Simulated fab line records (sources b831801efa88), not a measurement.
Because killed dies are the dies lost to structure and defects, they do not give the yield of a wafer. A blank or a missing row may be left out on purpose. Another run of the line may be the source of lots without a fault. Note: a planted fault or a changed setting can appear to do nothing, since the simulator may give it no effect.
fab line records || flow sky130
record {"lots": 5, "wafers": 15, "last_day": 50}
route steps=708 shown LDD_LDN@289 PAD_OPEN@708
lots with no fault: from the same line, run without faults
start_h: hours from the record's opening day to when the first of the lot's shown wafers began || wait_h: hours since the lot's step before || " same as the row above || L1.1+2: several wafers, shown together as one row || - no value, or no start given || * or withheld: withheld || < > ~ a bound
route shown NAME@n: a module of which the file shows steps, and the number in the route of the first || usual: mean/standard deviation taken from wafers without a fault || same: alike in all rows || chamber/n: place in a boat || sites: the reading at each site || _std_site: their standard deviation || _edge_site: the outer-site mean with the inner-site mean subtracted || radius_mm: how far each site lies from the wafer's centre || mask NAME#n: copy n || behind: tool/chamber where the wafer was last shaped || hold: the reason the lot was held/the length of the hold in hours/how it ended || device: names the non-switching transistor (n, p or np) || end of line: tests run on the same wafers once the route is complete || where a step has no rows: the recipe by itself || killed: not the wafer's yield, but the dies lost to structure and defects at the first sort || map: a wafer's dies, marking killed ones x, the rest . and places with no die _
set.NAME: setting as actually run; set.NAME@STEP: the setting as run at that earlier step || model.NAME: the simulator's own value behind a step, which no gauge read
a table for each step, a row for each wafer; lots at some steps of the route
services: when a tool's chamber went out of use (start_h, in hours from the record's first day, below 0 if earlier), for how many hours, and the reason
## steps
# step SKY_LDD_LDN_DEHYDRATE_00
# recipe {"temp_c": 200, "time_s": 60}
# step SKY_LDD_LDN_HMDS_01
# recipe {"prime_time_s": 60, "prime_temp_c": 120}
# step SKY_LDD_LDN_COAT_02
# recipe {"resist": "NOVOLAK", "spin_rpm": 3000, "resist_thk_nm": 1140}
# step SKY_LDD_LDN_SOFTBAKE_03
# recipe {"temp_c": 90, "time_s": 60, "resist": "NOVOLAK"}
# step SKY_LDD_LDN_EXPOSE_04
# recipe {"mask_id": "LDNTM", "na": 0.6, "source_shape": "conventional", "sigma_outer": 0.6, "polarization": "unpolarized", "target_cd_nm": 700, "dose_mj": 140}
# step SKY_LDD_LDN_PEB_05
# recipe {"temp_c": "withheld", "time_s": "*", "resist": "NOVOLAK"}
# step SKY_LDD_LDN_DEVELOP_06
# recipe {"resist": "NOVOLAK", "developer": "TMAH", "develop_time_s": 60, "dev_temp_c": 23}
# step SKY_LDD_LDN_OVL_MEAS_07
# usual {"LDD_LDN_OVL": "0.1/1.5"}
{"lot.wafer": "L192.2", "tool": "overlay-02", "chamber": "-", "start_h": 570.08, "wait_h": 0.1, "LDD_LDN_OVL[nm]": -0.1}
{"lot.wafer": "L192.3", "tool": "overlay-02", "chamber": "-", "start_h": 570.08, "wait_h": 0.1, "LDD_LDN_OVL[nm]": -0.4}
{"lot.wafer": "L192.4", "tool": "overlay-02", "chamber": "-", "start_h": 570.08, "wait_h": 0.1, "LDD_LDN_OVL[nm]": -0.7}
{"lot.wafer": "L201.1", "tool": "overlay-01", "chamber": "-", "start_h": 639.28, "wait_h": 0.1, "LDD_LDN_OVL[nm]": 0.8}
{"lot.wafer": "L201.3", "tool": "overlay-01", "chamber": "-", "start_h": 639.28, "wait_h": 0.1, "LDD_LDN_OVL[nm]": -0.1}
{"lot.wafer": "L201.5", "tool": "overlay-01", "chamber": "-", "start_h": 639.28, "wait_h": 0.1, "LDD_LDN_OVL[nm]": 0.5}
{"lot.wafer": "L205.3", "tool": "overlay-02", "chamber": "-", "start_h": 677.28, "wait_h": 0.1, "LDD_LDN_OVL[nm]": 0.0}
{"lot.wafer": "L205.4", "tool": "overlay-02", "chamber": "-", "start_h": 677.28, "wait_h": 0.1, "LDD_LDN_OVL[nm]": -0.2}
{"lot.wafer": "L205.5", "tool": "overlay-02", "chamber": "-", "start_h": 677.28, "wait_h": 0.1, "LDD_LDN_OVL[nm]": -0.6}
{"lot.wafer": "L207.3", "tool": "overlay-02", "chamber": "-", "start_h": 688.58, "wait_h": 0.1, "LDD_LDN_OVL[nm]": 2.9}
{"lot.wafer": "L207.5", "tool": "overlay-02", "chamber": "-", "start_h": 688.58, "wait_h": 0.1, "LDD_LDN_OVL[nm]": 1.8}
{"lot.wafer": "L207.6", "tool": "overlay-02", "chamber": "-", "start_h": 688.58, "wait_h": 0.1, "LDD_LDN_OVL[nm]": 1.8}
{"lot.wafer": "L209.1", "tool": "overlay-01", "chamber": "-", "start_h": 713.41, "wait_h": 0.1, "LDD_LDN_OVL[nm]": 0.5}
{"lot.wafer": "L209.2", "tool": "overlay-01", "chamber": "-", "start_h": 713.41, "wait_h": 0.1, "LDD_LDN_OVL[nm]": 0.0}
{"lot.wafer": "L209.4", "tool": "overlay-01", "chamber": "-", "start_h": 713.41, "wait_h": 0.1, "LDD_LDN_OVL[nm]": 0.6}
# step SKY_LDD_LDN_IMPLANT_08
# recipe {"species": "As", "energy_kev": 15, "dose_cm2": 1.25e+13, "tilt_deg": "withheld", "rotation_deg": 23}
# step SKY_LDD_LDN_IMPLANT_09
# recipe {"species": "As", "energy_kev": 15, "dose_cm2": 1.25e+13, "tilt_deg": "withheld", "rotation_deg": 113}
# step SKY_LDD_LDN_IMPLANT_10
# recipe {"species": "As", "energy_kev": 15, "dose_cm2": 1.25e+13, "tilt_deg": "withheld", "rotation_deg": 203}
# step SKY_LDD_LDN_IMPLANT_11
# recipe {"species": "As", "energy_kev": 15, "dose_cm2": 1.25e+13, "tilt_deg": "withheld", "rotation_deg": 293}
# step SKY_LDD_LDN_STRIP_12
# recipe {"chemistry": "O2/N2", "power_w": 1400, "pressure_mtorr": 1500, "platen_temp_c": "withheld", "o2_flow_sccm": 3000, "n2_flow_sccm": 300, "overash_fraction": 0.5}
# usual {"drypump_motor_current_A": "5.20/0.26", "oes_product_au": "0.715/0.0047", "strip_time_to_endpoint_s": "14.17/0.044"}
{"lot.wafer": "L192.2", "tool": "plasma_asher-01", "chamber": 0, "start_h": 570.71, "wait_h": 0.1, "drypump_motor_current_A": 5.07, "oes_product_au": 0.913, "rf_hours_counter_h": 15, "strip_time_to_endpoint_s": "-", "model.NOVOLAK_of_LDD_LDN_COAT_02.thk_nm": 594.5}
{"lot.wafer": "L192.3", "tool": "plasma_asher-01", "chamber": 0, "start_h": 570.71, "wait_h": 0.1, "drypump_motor_current_A": 5.06, "oes_product_au": 0.914, "rf_hours_counter_h": "-", "strip_time_to_endpoint_s": "-", "model.NOVOLAK_of_LDD_LDN_COAT_02.thk_nm": 591.7}
{"lot.wafer": "L192.4", "tool": "plasma_asher-01", "chamber": 1, "start_h": 570.71, "wait_h": 0.1, "drypump_motor_current_A": 5.03, "oes_product_au": 0.931, "rf_hours_counter_h": "-", "strip_time_to_endpoint_s": "-", "model.NOVOLAK_of_LDD_LDN_COAT_02.thk_nm": 592.6}
{"lot.wafer": "L201.1", "tool": "plasma_asher-02", "chamber": 1, "start_h": 639.91, "wait_h": 0.1, "drypump_motor_current_A": 5.67, "oes_product_au": 0.716, "rf_hours_counter_h": 84, "strip_time_to_endpoint_s": 14.16, "model.NOVOLAK_of_LDD_LDN_COAT_02.thk_nm": 0}
{"lot.wafer": "L201.3", "tool": "plasma_asher-02", "chamber": 0, "start_h": 639.91, "wait_h": 0.1, "drypump_motor_current_A": 4.95, "oes_product_au": 0.708, "rf_hours_counter_h": "-", "strip_time_to_endpoint_s": 14.17, "model.NOVOLAK_of_LDD_LDN_COAT_02.thk_nm": 0}
{"lot.wafer": "L201.5", "tool": "plasma_asher-02", "chamber": 0, "start_h": 639.91, "wait_h": 0.1, "drypump_motor_current_A": 4.95, "oes_product_au": 0.711, "rf_hours_counter_h": "-", "strip_time_to_endpoint_s": 14.16, "model.NOVOLAK_of_LDD_LDN_COAT_02.thk_nm": 0}
{"lot.wafer": "L205.3", "tool": "plasma_asher-04", "chamber": 0, "start_h": 677.93, "wait_h": 0.1, "drypump_motor_current_A": 5.12, "oes_product_au": 0.713, "rf_hours_counter_h": "-", "strip_time_to_endpoint_s": 14.18, "model.NOVOLAK_of_LDD_LDN_COAT_02.thk_nm": 0}
{"lot.wafer": "L205.4", "tool": "plasma_asher-04", "chamber": 1, "start_h": 677.93, "wait_h": 0.1, "drypump_motor_current_A": 5.34, "oes_product_au": 0.711, "rf_hours_counter_h": "-", "strip_time_to_endpoint_s": 14.26, "model.NOVOLAK_of_LDD_LDN_COAT_02.thk_nm": 0}
{"lot.wafer": "L205.5", "tool": "plasma_asher-04", "chamber": 1, "start_h": 677.93, "wait_h": 0.1, "drypump_motor_current_A": 5.31, "oes_product_au": 0.715, "rf_hours_counter_h": "-", "strip_time_to_endpoint_s": 14.19, "model.NOVOLAK_of_LDD_LDN_COAT_02.thk_nm": 0}
{"lot.wafer": "L207.3", "tool": "plasma_asher-01", "chamber": 1, "start_h": 689.23, "wait_h": 0.1, "drypump_motor_current_A": 5.05, "oes_product_au": 0.714, "rf_hours_counter_h": "-", "strip_time_to_endpoint_s": 14.23, "model.NOVOLAK_of_LDD_LDN_COAT_02.thk_nm": 0}
{"lot.wafer": "L207.5", "tool": "plasma_asher-01", "chamber": 1, "start_h": 689.23, "wait_h": 0.1, "drypump_motor_current_A": 5.05, "oes_product_au": 0.713, "rf_hours_counter_h": "-", "strip_time_to_endpoint_s": 14.22, "model.NOVOLAK_of_LDD_LDN_COAT_02.thk_nm": 0}
{"lot.wafer": "L207.6", "tool": "plasma_asher-01", "chamber": 0, "start_h": 689.23, "wait_h": 0.1, "drypump_motor_current_A": 5.08, "oes_product_au": 0.724, "rf_hours_counter_h": "-", "strip_time_to_endpoint_s": 14.23, "model.NOVOLAK_of_LDD_LDN_COAT_02.thk_nm": 0}
{"lot.wafer": "L209.1", "tool": "plasma_asher-04", "chamber": 1, "start_h": 714.04, "wait_h": 0.1, "drypump_motor_current_A": 5.40, "oes_product_au": 0.708, "rf_hours_counter_h": 53, "strip_time_to_endpoint_s": 14.16, "model.NOVOLAK_of_LDD_LDN_COAT_02.thk_nm": 0}
{"lot.wafer": "L209.2", "tool": "plasma_asher-04", "chamber": 0, "start_h": 714.04, "wait_h": 0.1, "drypump_motor_current_A": 5.12, "oes_product_au": 0.705, "rf_hours_counter_h": 53, "strip_time_to_endpoint_s": 14.18, "model.NOVOLAK_of_LDD_LDN_COAT_02.thk_nm": 0}
{"lot.wafer": "L209.4", "tool": "plasma_asher-04", "chamber": 1, "start_h": 714.04, "wait_h": 0.1, "drypump_motor_current_A": 5.40, "oes_product_au": 0.722, "rf_hours_counter_h": "-", "strip_time_to_endpoint_s": 14.15, "model.NOVOLAK_of_LDD_LDN_COAT_02.thk_nm": 0}
# step SKY_LDD_LDN_TW_MEAS_13
# usual {"LDD_LDN_TW": "1477/6.9"}
{"lot.wafer": "L192.2", "tool": "film_metro-04", "chamber": "-", "start_h": 570.82, "wait_h": 0.1, "LDD_LDN_TW": 1478}
{"lot.wafer": "L192.3", "tool": "film_metro-04", "chamber": "-", "start_h": 570.82, "wait_h": 0.1, "LDD_LDN_TW": 1486}
{"lot.wafer": "L192.4", "tool": "film_metro-04", "chamber": "-", "start_h": 570.82, "wait_h": 0.1, "LDD_LDN_TW": 1492}
{"lot.wafer": "L201.1", "tool": "film_metro-03", "chamber": "-", "start_h": 640.01, "wait_h": 0.1, "LDD_LDN_TW": 1465}
{"lot.wafer": "L201.3", "tool": "film_metro-03", "chamber": "-", "start_h": 640.01, "wait_h": 0.1, "LDD_LDN_TW": 1470}
{"lot.wafer": "L201.5", "tool": "film_metro-03", "chamber": "-", "start_h": 640.01, "wait_h": 0.1, "LDD_LDN_TW": 1466}
{"lot.wafer": "L205.3", "tool": "film_metro-01", "chamber": "-", "start_h": 678.02, "wait_h": 0.1, "LDD_LDN_TW": 1485}
{"lot.wafer": "L205.4", "tool": "film_metro-01", "chamber": "-", "start_h": 678.02, "wait_h": 0.1, "LDD_LDN_TW": 1489}
{"lot.wafer": "L205.5", "tool": "film_metro-01", "chamber": "-", "start_h": 678.02, "wait_h": 0.1, "LDD_LDN_TW": 1483}
{"lot.wafer": "L207.3", "tool": "film_metro-01", "chamber": "-", "start_h": 689.32, "wait_h": 0.1, "LDD_LDN_TW": 1486}
{"lot.wafer": "L207.5", "tool": "film_metro-01", "chamber": "-", "start_h": 689.32, "wait_h": 0.1, "LDD_LDN_TW": 1477}
{"lot.wafer": "L207.6", "tool": "film_metro-01", "chamber": "-", "start_h": 689.32, "wait_h": 0.1, "LDD_LDN_TW": 1484}
{"lot.wafer": "L209.1", "tool": "film_metro-01", "chamber": "-", "start_h": 714.14, "wait_h": 0.1, "LDD_LDN_TW": 1467}
{"lot.wafer": "L209.2", "tool": "film_metro-01", "chamber": "-", "start_h": 714.14, "wait_h": 0.1, "LDD_LDN_TW": 1471}
{"lot.wafer": "L209.4", "tool": "film_metro-01", "chamber": "-", "start_h": 714.14, "wait_h": 0.1, "LDD_LDN_TW": 1477}
# step SKY_PAD_OPEN_PROBE_99
# usual {"killed_at_M0_to_M3": "44/7.3", "killed_at_M4_up": "3.0/1.9", "killed_at_contacts": "24/5", "killed_at_front_end": "16/4.5", "killed_at_other": "0.3/0.46", "killed_dies": "87/10", "killed_on_rim": "17/3.5", "killed_open": "47/8.3", "killed_short": "39/6.4"}
# same {"gross_dies": 492, "killed_at_back_side": 0}
{"lot.wafer": "L192.2", "tool": "prober-02", "chamber": "-", "start_h": 1105.28, "wait_h": 0.1, "killed_at_M0_to_M3": 52, "killed_at_M4_up": 1, "killed_at_contacts": 27, "killed_at_front_end": 412, "killed_at_other": 0, "killed_dies": 492, "killed_on_rim": 96, "killed_open": 59, "killed_short": 40}
{"lot.wafer": "L192.3", "tool": "prober-02", "chamber": "-", "start_h": 1105.33, "wait_h": 0.2, "killed_at_M0_to_M3": 46, "killed_at_M4_up": 0, "killed_at_contacts": 30, "killed_at_front_end": 416, "killed_at_other": 0, "killed_dies": 492, "killed_on_rim": 96, "killed_open": 49, "killed_short": 38}
{"lot.wafer": "L192.4", "tool": "prober-02", "chamber": "-", "start_h": 1105.38, "wait_h": 0.2, "killed_at_M0_to_M3": 41, "killed_at_M4_up": 4, "killed_at_contacts": 25, "killed_at_front_end": 420, "killed_at_other": 2, "killed_dies": 492, "killed_on_rim": 96, "killed_open": 48, "killed_short": 32}
{"lot.wafer": "L201.1", "tool": "prober-02", "chamber": "-", "start_h": 1149.18, "wait_h": 0.1, "killed_at_M0_to_M3": 41, "killed_at_M4_up": 1, "killed_at_contacts": 26, "killed_at_front_end": 9, "killed_at_other": 1, "killed_dies": 78, "killed_on_rim": 20, "killed_open": 45, "killed_short": 33}
{"lot.wafer": "L201.3", "tool": "prober-02", "chamber": "-", "start_h": 1149.28, "wait_h": 0.2, "killed_at_M0_to_M3": 47, "killed_at_M4_up": 4, "killed_at_contacts": 33, "killed_at_front_end": 13, "killed_at_other": 0, "killed_dies": 97, "killed_on_rim": 21, "killed_open": 61, "killed_short": 36}
{"lot.wafer": "L201.5", "tool": "prober-02", "chamber": "-", "start_h": 1149.38, "wait_h": 0.2, "killed_at_M0_to_M3": 49, "killed_at_M4_up": 8, "killed_at_contacts": 18, "killed_at_front_end": 19, "killed_at_other": 1, "killed_dies": 95, "killed_on_rim": 20, "killed_open": 50, "killed_short": 45}
{"lot.wafer": "L205.3", "tool": "prober-01", "chamber": "-", "start_h": 1177.27, "wait_h": 0.2, "killed_at_M0_to_M3": 49, "killed_at_M4_up": 2, "killed_at_contacts": 22, "killed_at_front_end": 19, "killed_at_other": 1, "killed_dies": 93, "killed_on_rim": 17, "killed_open": 53, "killed_short": 40}
{"lot.wafer": "L205.4", "tool": "prober-01", "chamber": "-", "start_h": 1177.32, "wait_h": 0.2, "killed_at_M0_to_M3": 43, "killed_at_M4_up": 1, "killed_at_contacts": 21, "killed_at_front_end": 13, "killed_at_other": 0, "killed_dies": 78, "killed_on_rim": 15, "killed_open": 36, "killed_short": 42}
{"lot.wafer": "L205.5", "tool": "prober-01", "chamber": "-", "start_h": 1177.37, "wait_h": 0.2, "killed_at_M0_to_M3": 42, "killed_at_M4_up": 1, "killed_at_contacts": 20, "killed_at_front_end": 17, "killed_at_other": 1, "killed_dies": 81, "killed_on_rim": 16, "killed_open": 47, "killed_short": 34}
{"lot.wafer": "L209.1", "tool": "prober-01", "chamber": "-", "start_h": 1195.69, "wait_h": 0.1, "killed_at_M0_to_M3": 41, "killed_at_M4_up": 4, "killed_at_contacts": 26, "killed_at_front_end": 12, "killed_at_other": 0, "killed_dies": 83, "killed_on_rim": 12, "killed_open": 38, "killed_short": 45}
{"lot.wafer": "L209.2", "tool": "prober-01", "chamber": "-", "start_h": 1195.74, "wait_h": 0.1, "killed_at_M0_to_M3": 33, "killed_at_M4_up": 7, "killed_at_contacts": 30, "killed_at_front_end": 16, "killed_at_other": 0, "killed_dies": 86, "killed_on_rim": 21, "killed_open": 43, "killed_short": 43}
{"lot.wafer": "L209.4", "tool": "prober-01", "chamber": "-", "start_h": 1195.84, "wait_h": 0.2, "killed_at_M0_to_M3": 39, "killed_at_M4_up": 4, "killed_at_contacts": 18, "killed_at_front_end": 19, "killed_at_other": 1, "killed_dies": 81, "killed_on_rim": 21, "killed_open": 46, "killed_short": 35}
# killed by level:class
L192.2 SPACER:area_cvd=393 VIA1:geometric_particle:open=14 VIA3:geometric_particle:open=12 CONTACT:geometric_particle:open=9 LI_CONTACT:geometric_particle:open=9 FIELD_ISO:geometric_particle:short=6 POLY_GATE:geometric_particle:short=6 METAL1:geometric_particle:short=6
L192.3 SPACER:area_cvd=405 VIA3:geometric_particle:open=11 CONTACT:geometric_particle:short=10 LI_CONTACT:geometric_particle:open=9 VIA1:geometric_particle:open=9 METAL2:geometric_particle:short=7 VIA2:geometric_particle:open=6 CONTACT:geometric_particle:open=6
L192.4 SPACER:area_cvd=412 VIA1:geometric_particle:open=9 VIA2:geometric_particle:open=9 CONTACT:geometric_particle:open=9 LI_CONTACT:geometric_particle:open=8 VIA3:geometric_particle:open=6 CONTACT:geometric_particle:short=5 METAL1:geometric_particle:short=5
L201.1 CONTACT:geometric_particle:open=13 LI_CONTACT:geometric_particle:open=8 VIA2:geometric_particle:open=7 VIA1:geometric_particle:open=6 VIA3:geometric_particle:open=6 METAL2:geometric_particle:short=6 FIELD_ISO:geometric_particle:short=4 POLY_GATE:geometric_particle:short=4
L201.3 CONTACT:geometric_particle:open=15 LI_CONTACT:geometric_particle:open=10 VIA2:geometric_particle:open=8 VIA1:geometric_particle:open=7 VIA3:geometric_particle:open=7 VIA1:geometric_particle:short=5 METAL1:geometric_particle:short=4 METAL2:geometric_particle:short=4
L201.5 VIA1:geometric_particle:open=10 VIA1:geometric_particle:short=8 CONTACT:geometric_particle:open=8 VIA3:geometric_particle:open=7 POLY_GATE:geometric_particle:open=6 VIA2:geometric_particle:open=6 METAL4:geometric_particle:short=6 LI_CONTACT:geometric_particle:open=5
L205.3 CONTACT:geometric_particle:open=10 METAL1:geometric_particle:short=9 VIA1:geometric_particle:open=9 VIA2:geometric_particle:open=7 METAL3:geometric_particle:short=6 POLY_GATE:geometric_particle:open=5 LI_CONTACT:geometric_particle:open=5 LOCAL_INTERCONNECT:geometric_particle:short=5
L205.4 METAL2:geometric_particle:short=9 VIA1:geometric_particle:open=8 METAL1:geometric_particle:short=7 VIA2:geometric_particle:open=6 CONTACT:geometric_particle:open=6 LI_CONTACT:geometric_particle:open=5 CONTACT:geometric_particle:short=5 FIELD_ISO:geometric_particle:short=4
L205.5 CONTACT:geometric_particle:open=9 METAL2:geometric_particle:short=7 VIA1:geometric_particle:open=7 VIA3:geometric_particle:open=6 LI_CONTACT:geometric_particle:open=5 METAL1:geometric_particle:short=5 VIA2:geometric_particle:open=5 FIELD_ISO:geometric_particle:open=4
L209.1 CONTACT:geometric_particle:open=11 METAL1:geometric_particle:short=7 VIA2:geometric_particle:open=6 VIA1:geometric_particle:open=6 CONTACT:geometric_particle:short=6 FIELD_ISO:geometric_particle:short=5 VIA3:geometric_particle:short=5 VIA3:geometric_particle:open=5
L209.2 CONTACT:geometric_particle:open=9 VIA1:geometric_particle:open=8 CONTACT:geometric_particle:short=8 LI_CONTACT:geometric_particle:open=7 VIA3:geometric_particle:open=7 POLY_GATE:geometric_particle:short=6 METAL4:geometric_particle:short=6 LI_CONTACT:geometric_particle:short=5
L209.4 VIA1:geometric_particle:open=10 CONTACT:geometric_particle:open=9 METAL1:geometric_particle:short=8 FIELD_ISO:geometric_particle:open=7 POLY_GATE:geometric_particle:open=4 METAL2:geometric_particle:short=4 VIA1:geometric_particle:short=4 VIA2:geometric_particle:open=4
# map L192.2 (x killed, . not)
__________xxxxxxxxxx_________
________xxxxxxxxxxxxxx_______
______xxxxxxxxxxxxxxxxxx_____
_____xxxxxxxxxxxxxxxxxxxx____
____xxxxxxxxxxxxxxxxxxxxxx___
___xxxxxxxxxxxxxxxxxxxxxxxx__
__xxxxxxxxxxxxxxxxxxxxxxxxxx_
_xxxxxxxxxxxxxxxxxxxxxxxxxxxx
_xxxxxxxxxxxxxxxxxxxxxxxxxxxx
_xxxxxxxxxxxxxxxxxxxxxxxxxxxx
_xxxxxxxxxxxxxxxxxxxxxxxxxxxx
_xxxxxxxxxxxxxxxxxxxxxxxxxxxx
_xxxxxxxxxxxxxxxxxxxxxxxxxxxx
_xxxxxxxxxxxxxxxxxxxxxxxxxxxx
_xxxxxxxxxxxxxxxxxxxxxxxxxxxx
__xxxxxxxxxxxxxxxxxxxxxxxxxx_
___xxxxxxxxxxxxxxxxxxxxxxxx__
____xxxxxxxxxxxxxxxxxxxxxx___
_____xxxxxxxxxxxxxxxxxxxx____
______xxxxxxxxxxxxxxxxxx_____
________xxxxxxxxxxxxxx_______
__________xxxxxxxxxx_________
# map L207.6 (x killed, . not)
__________..x..x...._________
________...x.x.x.x.x.._______
______...x.....x...x...._____
_____x..x.xxx............____
____....x.xxx...x......x..___
___..............x.........__
__.....x...xx.x.....x.x.x..._
_x.................x.x.xx....
_..x.......x.........x.....x.
_......x....x.x...x..x..xx...
_....x........x..x.....xx....
_.......x...x.......x......xx
_.......x....x.x.......x..x..
_....x..x........xx..........
_..x.x.xxx.................x.
__......................x.xx_
___.......x................__
____...x..x.x....x........___
_____.x.....x..........x.____
______.x..x.....x...xx.._____
________...........x.._______
__________.x..x..xx._________
## services
{"tool": "plasma_asher-02", "chamber": "-", "start_h": 661.57, "hours": 6.3, "kind": "repair"}
## key
first_sign {"step": "SKY_LDD_LDN_STRIP_12", "reading": "oes_product_au", "direction": "up", "sigmas": 43, "usual": 0.715, "struck": 0.919}
effect {"step": "SKY_PAD_OPEN_PROBE_99", "reading": "killed_at_front_end", "direction": "up", "sigmas": 89, "usual": 16, "struck": 416}
model_effect {"step": "SKY_LDD_LDN_STRIP_12", "value": "NOVOLAK_of_LDD_LDN_COAT_02.thk_nm", "without": 0, "struck": 593}
more_kills_born_at {"SKY_SPACER_CVD_00@lpcvd-02": 1210}
met_at SKY_LDD_LDN_STRIP_12
struck_wafers L192.2,L192.3,L192.4
later_rows_left_out L192.2,L192.3,L192.4
tester_left_out L192
fault {"kind": "strip_aborted", "tool": "plasma_asher-01", "chamber": "-", "onset_h": 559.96, "steps": "SKY_LDD_LDN_STRIP_12", "offset": 0.7612, "end_h": 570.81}
# tester_left_out: of these lots the tester's yield and bins aren't shown, on N5 and GAA mostly nor the transistor test; their killed dies are dies lost to structure and defects alone, not to doping, threshold or leakage, so they don't give the yield
# later_rows_left_out: the simulator's readings of these wafers behind a module that went badly wrong aren't trusted and aren't shown, but for the sort
